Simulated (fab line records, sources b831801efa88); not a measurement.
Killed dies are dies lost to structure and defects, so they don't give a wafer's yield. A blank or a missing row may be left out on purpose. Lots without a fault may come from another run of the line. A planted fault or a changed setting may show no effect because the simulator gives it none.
fab line records | flow gf180mcu
record lots=13 wafers=39 last_day=33
route steps=602 shown DNWELL@40 POLY_GATE@157 HV_LDD@223 SAB@265
lots that met no fault: from a run of the same line without faults
start_h: hours from the record's first day to the start of the lot's first wafer shown | wait_h: hours since the lot's step before | " the same as in the row above | L1.1+2: a row that stands for several wafers | - no value, or no start given | * or withheld: withheld | < > ~ a bound
route shown NAME@n: a module of which the file shows steps, and the number in the route of the first | usual: mean/standard deviation of fault-free wafers | same: alike in all rows | chamber/n: place in a boat | sites: the reading at each site | _std_site: their standard deviation | _edge_site: outer sites' mean less inner sites' | radius_mm: how far each site lies from the wafer's centre | mask NAME#n: copy n | behind: the tool/chamber that last shaped the wafer | hold: why the lot was held/for how many hours/how that ended | device: the transistor (n, p or np) that didn't switch | end of line: the same wafers' tests at the end of the route | a step without rows: its recipe alone | killed: dies lost to structure and defects at the first sort, not the wafer's yield | map: a wafer's dies, x killed, . not, _ none there
set.NAME: the setting as run; set.NAME@STEP: as run at that earlier step | model.NAME: the simulator's own value behind a step, which no gauge read
steps of the route over a sample of lots; a table a step, a row a wafer
services: from which hour (start_h, from the record's first day; less than 0 if before it) a tool's chamber was out of use, for how many hours, and why
## steps
# step GF_DNWELL_STRIP_08
# recipe chemistry=O2/N2 power_w=1400 pressure_mtorr=1500 platen_temp_c=250 o2_flow_sccm=3000 n2_flow_sccm=300 overash_fraction=0.5
# usual drypump_motor_current_A=5.8/0.57 heater_power_w=324/28 oes_product_au=0.723/0.0044 strip_time_to_endpoint_s=36.98/0.11
# columns lot.wafer tool chamber start_h wait_h drypump_motor_current_A heater_power_w oes_product_au rf_hours_counter_h strip_time_to_endpoint_s
L842.1 plasma_asher-04 0 42.80 0.1 5.4 305 0.720 43 36.98
L842.3 " 0 " " 5.4 305 0.722 - 37.04
L842.5 " 0 " " 5.4 304 0.719 - 37.05
L843.1 plasma_asher-04 1 48.58 0.1 5.1 299 0.729 43 36.92
L843.2 " 0 " " 5.4 306 0.728 43 37.00
L843.3 " 0 " " 5.4 309 0.719 - 37.01
L844.1 plasma_asher-04 0 52.96 0.1 5.4 306 0.725 44 36.94
L844.2 " 1 " " 5.1 293 0.722 44 36.98
L844.3 " 1 " " 5.1 280 0.724 - 36.96
L845.4 plasma_asher-03 1 58.46 0.1 6.7 363 0.724 - 36.77
L845.5 " 1 " " 6.7 361 0.719 - 36.89
L845.6 " 0 " " 5.5 303 0.723 - 36.86
L846.1 plasma_asher-02 1 64.15 0.1 5.9 318 0.729 42 37.01
L846.2 " 0 " " 6.0 337 0.712 42 36.87
L846.5 " 0 " " 6.0 337 0.726 - 37.03
L847.2 plasma_asher-03 0 68.63 0.1 5.5 303 0.726 28 37.04
L847.3 " 1 " " 6.7 357 0.734 - 36.90
L847.5 " 1 " " 6.7 365 0.715 - 36.97
L848.1 plasma_asher-04 0 76.53 0.1 5.4 308 0.727 47 36.82
L848.3 " 1 " " 5.1 285 0.717 - 36.97
L848.5 " 1 " " 5.1 295 0.720 - 36.98
L849.1 plasma_asher-02 1 79.68 0.1 5.9 319 0.726 44 36.82
L849.2 " 0 " " 6.0 341 0.726 44 36.91
L849.4 " 1 " " 5.9 315 0.720 - 36.93
L850.1 plasma_asher-02 0 86.50 0.1 6.0 334 0.732 44 37.07
L850.4 " 1 " " 5.9 324 0.729 - 37.18
L850.5 " 1 " " 5.9 315 0.724 - 37.05
L856.1 plasma_asher-03 0 116.85 0.1 5.5 314 0.716 34 37.01
L856.4 " 0 " " 5.5 302 0.720 - 37.02
L856.5 " 1 " " 6.6 360 0.728 - 36.88
L857.1 plasma_asher-03 1 123.77 0.1 6.7 365 0.723 34 36.91
L857.4 " 1 " " 6.7 362 0.727 - 36.72
L857.5 " 0 " " 5.4 303 0.725 - 36.75
L858.2 plasma_asher-02 1 126.72 0.1 5.9 312 0.726 48 36.99
L858.4 " 1 " " 5.9 321 0.714 - 36.97
L858.6 " 1 " " 5.9 328 0.725 - 36.99
L860.3 plasma_asher-04 1 138.46 0.1 5.1 287 0.731 - 36.92
L860.4 " 0 " " 5.4 313 0.714 - 37.04
L860.5 " 0 " " 5.4 302 0.724 - 36.96
# step GF_POLY_GATE_CVD_00
# recipe material=poly-Si target_thk_nm=200 temp_c=620 time_s=1200 pressure_mtorr=200
# usual spike_tc_bottom_C=643/4.9 spike_tc_centre_C=620.4/1.2 spike_tc_lower_C=620.2/1.3 spike_tc_top_C=637.8/3 spike_tc_upper_C=620.0/1.1 susceptor_temp_C=620.04/0.3
# columns lot.wafer tool chamber start_h wait_h spike_tc_bottom_C spike_tc_centre_C spike_tc_lower_C spike_tc_top_C spike_tc_upper_C susceptor_temp_C
L842.1 lpcvd-02 0 180.15 1.6 645 619.0 619.3 640.0 619.2 619.86
L842.3 " 0 " " 648 621.0 620.6 640.7 620.5 619.66
L842.5 " 0 " " 648 619.6 619.8 640.1 619.9 619.44
L843.1 lpcvd-02 0 185.95 0.0 646 620.1 619.2 641.5 619.8 620.15
L843.2 " 0 " " 648 620.1 620.1 641.9 618.8 619.57
L843.3 " 0 " " 648 618.6 621.2 641.1 619.3 619.83
L844.1 lpcvd-01 1 192.30 0.0 637 618.5 622.7 635.1 620.7 620.14
L844.2 " 1 " " 637 618.4 619.7 635.2 622.3 620.21
L844.3 " 1 " " 638 618.8 618.2 635.3 619.7 620.28
L845.4 lpcvd-02 1 198.56 0.0 645 619.7 621.2 636.0 619.4 619.98
L845.5 " 1 " " 646 620.2 623.6 636.5 619.0 620.22
L845.6 " 1 " " 645 620.5 622.1 638.2 621.2 620.44
L846.1 lpcvd-02 1 207.75 0.4 646 622.5 620.1 637.5 618.4 620.16
L846.2 " 1 " " 647 621.7 620.3 637.7 621.3 619.84
L846.5 " 1 " " 646 621.0 620.5 637.0 618.4 619.90
L847.2 lpcvd-01 0 215.67 0.0 637 621.6 620.3 635.2 620.9 620.51
L847.3 " 0 " " 638 619.7 616.9 636.2 621.8 620.35
L847.5 " 0 " " 635 620.8 620.0 634.2 621.6 619.75
L848.1 lpcvd-01 1 222.80 0.0 638 619.4 619.0 634.2 617.9 620.54
L848.3 " 1 " " 639 619.4 619.6 633.1 619.4 620.35
L848.5 " 1 " " 636 618.7 621.5 634.7 618.1 620.03
L849.1 lpcvd-02 0 227.55 0.0 648 621.5 619.3 642.1 620.8 620.40
L849.2 " 0 " " 647 620.4 620.4 640.8 619.5 619.58
L849.4 " 0 " " 648 622.0 622.2 640.7 619.0 620.31
L850.1 lpcvd-01 0 236.59 0.0 637 621.6 618.8 636.0 620.5 619.90
L850.4 " 0 " " 637 623.6 617.5 634.0 620.3 620.01
L850.5 " 0 " " 637 620.3 618.7 636.4 620.4 620.01
L856.1 lpcvd-02 0 275.09 0.0 658 629.5 630.6 651.1 632.2 630.52
L856.4 " 0 " " 657 631.0 629.2 652.3 629.9 630.68
L856.5 " 0 " " 657 629.9 628.7 652.2 629.6 630.33
L857.1 lpcvd-02 1 284.38 0.0 656 630.7 631.9 644.3 630.0 630.34
L857.4 " 1 " " 656 630.8 630.2 646.9 628.6 630.14
L857.5 " 1 " " 656 631.9 631.9 647.1 630.6 629.60
L858.2 lpcvd-02 1 286.62 0.0 657 630.5 631.9 647.2 628.6 630.01
L858.4 " 1 " " 655 630.9 633.2 648.3 630.9 630.43
L858.6 " 1 " " 655 630.6 630.6 647.9 627.7 630.19
L860.3 lpcvd-01 1 308.65 0.0 638 619.9 619.2 634.8 617.3 620.20
L860.4 " 1 " " 637 619.8 619.6 635.9 620.4 619.98
L860.5 " 1 " " 639 620.3 620.9 634.2 619.8 620.20
# step GF_POLY_GATE_THK_MEAS_01
# recipe reads=poly-Si_of_POLY_GATE_CVD_00
# usual POLY_GATE_CVD_00_THK=200.5/1.9
# columns lot.wafer tool chamber start_h wait_h POLY_GATE_CVD_00_THK[nm]
L842.1 film_metro-03 - 181.49 0.0 198.0
L842.3 " - " " 199.6
L842.5 " - " " 199.3
L843.1 film_metro-01 - 187.29 0.0 198.6
L843.2 " - " " 201.0
L843.3 " - " " 200.3
L844.1 film_metro-03 - 193.64 0.0 204.4
L844.2 " - " " 201.5
L844.3 " - " " 202.3
L845.4 film_metro-03 - 199.92 0.0 199.3
L845.5 " - " " 196.5
L845.6 " - " " 197.6
L846.1 film_metro-03 - 209.08 0.0 199.6
L846.2 " - " " 199.8
L846.5 " - " " 198.2
L847.2 film_metro-04 - 217.01 0.0 201.0
L847.3 " - " " 200.9
L847.5 " - " " 199.8
L848.1 film_metro-04 - 224.13 0.0 199.8
L848.3 " - " " 200.4
L848.5 " - " " 201.3
L849.1 film_metro-04 - 228.88 0.0 198.2
L849.2 " - " " 197.4
L849.4 " - " " 200.0
L850.1 film_metro-03 - 238.59 0.0 203.9
L850.4 " - " " 203.2
L850.5 " - " " 202.7
L856.1 film_metro-04 - 276.42 0.0 251.4
L856.4 " - " " 252.6
L856.5 " - " " 252.1
L857.1 film_metro-04 - 285.71 0.0 254.0
L857.4 " - " " 254.8
L857.5 " - " " 253.8
L858.2 film_metro-01 - 287.96 0.0 253.6
L858.4 " - " " 255.4
L858.6 " - " " 255.2
L860.3 film_metro-04 - 310.00 0.0 203.6
L860.4 " - " " 200.5
L860.5 " - " " 202.4
# step GF_HV_LDD_OVL_MEAS_47
# usual HV_LDD_03_OVL=-0.1/1.3
# columns lot.wafer tool chamber start_h wait_h HV_LDD_03_OVL[nm]
L842.1 overlay-01 - 273.97 0.1 1.9
L842.3 " - " " 2.4
L842.5 " - " " 0.8
L843.1 overlay-02 - 279.69 0.1 0.2
L843.2 " - " " -1.0
L843.3 " - " " 0.6
L844.1 overlay-02 - 289.99 0.1 0.2
L844.2 " - " " -1.7
L844.3 " - " " -1.4
L845.4 overlay-01 - 295.66 0.1 -0.6
L845.5 " - " " -1.7
L845.6 " - " " -1.5
L846.1 overlay-01 - 307.58 0.1 2.3
L846.2 " - " " 0.9
L846.5 " - " " 1.7
L847.2 overlay-01 - 315.77 0.1 -1.9
L847.3 " - " " -0.8
L847.5 " - " " -0.5
L848.1 overlay-02 - 323.89 0.1 1.9
L848.3 " - " " 2.1
L848.5 " - " " -0.9
L849.1 overlay-02 - 329.18 0.1 0.0
L849.2 " - " " 1.8
L849.4 " - " " -0.2
L850.1 overlay-01 - 339.39 0.1 2.8
L850.4 " - " " 0.1
L850.5 " - " " 0.5
L856.1 overlay-01 - 387.16 0.1 1.4
L856.4 " - " " 0.5
L856.5 " - " " 0.4
L857.1 overlay-02 - 400.03 0.1 -3.4
L857.4 " - " " -2.2
L857.5 " - " " -2.1
L858.2 overlay-02 - 400.68 0.1 -1.3
L858.4 " - " " -0.4
L858.6 " - " " -0.8
L860.3 overlay-01 - 422.89 0.1 -0.6
L860.4 " - " " 1.6
L860.5 " - " " 0.0
# step GF_SAB_THK_MEAS_01
# recipe reads=SiO2_of_SAB_CVD_00
# usual SAB_CVD_00_THK=50.1/0.64
# columns lot.wafer tool chamber start_h wait_h SAB_CVD_00_THK[nm]
L842.1 film_metro-03 - 317.75 0.0 49.9
L842.3 " - " " 49.6
L842.5 " - " " 50.6
L843.1 film_metro-03 - 323.04 0.0 49.7
L843.2 " - " " 49.2
L843.3 " - " " 50.2
L844.1 film_metro-01 - 334.49 0.0 50.4
L844.2 " - " " 50.1
L844.3 " - " " 49.7
L845.4 film_metro-02 - 344.84 0.0 50.5
L845.5 " - " " 50.7
L845.6 " - " " 50.7
L846.1 film_metro-02 - 353.28 0.0 50.3
L846.2 " - " " 51.0
L846.5 " - " " 51.3
L847.2 film_metro-02 - 362.46 0.0 48.7
L847.3 " - " " 49.5
L847.5 " - " " 51.2
L848.1 film_metro-03 - 370.74 0.0 49.4
L848.3 " - " " 49.5
L848.5 " - " " 49.5
L849.1 film_metro-01 - 376.93 0.0 49.7
L849.2 " - " " 49.7
L849.4 " - " " 51.1
L850.1 film_metro-01 - 387.79 0.0 50.5
L850.4 " - " " 50.9
L850.5 " - " " 50.9
L856.1 film_metro-01 - 438.24 0.0 49.9
L856.4 " - " " 51.1
L856.5 " - " " 50.9
L857.1 film_metro-02 - 453.06 0.0 48.4
L857.4 " - " " 49.9
L857.5 " - " " 49.8
L858.2 film_metro-01 - 455.79 0.0 49.5
L858.4 " - " " 50.5
L858.6 " - " " 50.7
L860.3 film_metro-02 - 475.93 0.0 49.1
L860.4 " - " " 49.9
L860.5 " - " " 49.9
## services
# columns tool chamber start_h hours kind
plasma_asher-03 - 43.97 7.1 repair
plasma_asher-03 - 46.31 10.3 repair
plasma_asher-02 - 52.92 3.9 repair
plasma_asher-03 - 59.65 6.8 repair
plasma_asher-04 - 60.73 2.8 pm
plasma_asher-02 - 92.76 8.6 repair
lpcvd-01 - 97.80 0.8 repair
plasma_asher-04 - 140.61 14.3 pm
lpcvd-01 - 173.56 14.6 pm
lpcvd-01 - 197.44 2.7 repair
plasma_asher-03 - 281.18 15.6 pm
plasma_asher-03 - 302.62 1.2 repair
plasma_asher-02 - 302.67 2.2 repair
plasma_asher-03 - 305.64 1.3 repair
## key
first_sign step=GF_POLY_GATE_CVD_00 reading=susceptor_temp_C direction=up sigmas=35 usual=* struck=*
effect step=GF_POLY_GATE_CVD_00 reading=spike_tc_upper_C direction=up sigmas=8.7 usual=620.0 struck=629.8
effect step=GF_POLY_GATE_THK_MEAS_01 reading=POLY_GATE_CVD_00_THK direction=up sigmas=29 usual=200.5 struck=253.6
met_at GF_POLY_GATE_CVD_00
struck_lots L856,L857,L858
tester_left_out L856,L857,L858
not_acting_at GF_DNWELL_STRIP_08,GF_HV_LDD_OVL_MEAS_47,GF_SAB_THK_MEAS_01
onset_between 227.55 275.09
fault kind=process_parameter_drift tool=lpcvd-02 chamber=- onset_h=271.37 steps=GF_POLY_GATE_CVD_00 channel=temp_c offset=* shape=step end_h=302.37 acts_in=* stated=*
# tester_left_out: of these lots the tester's yield and bins aren't shown, on N5 and GAA mostly nor the transistor test; their killed dies are dies lost to structure and defects alone, not to doping, threshold or leakage, so they don't give the yield
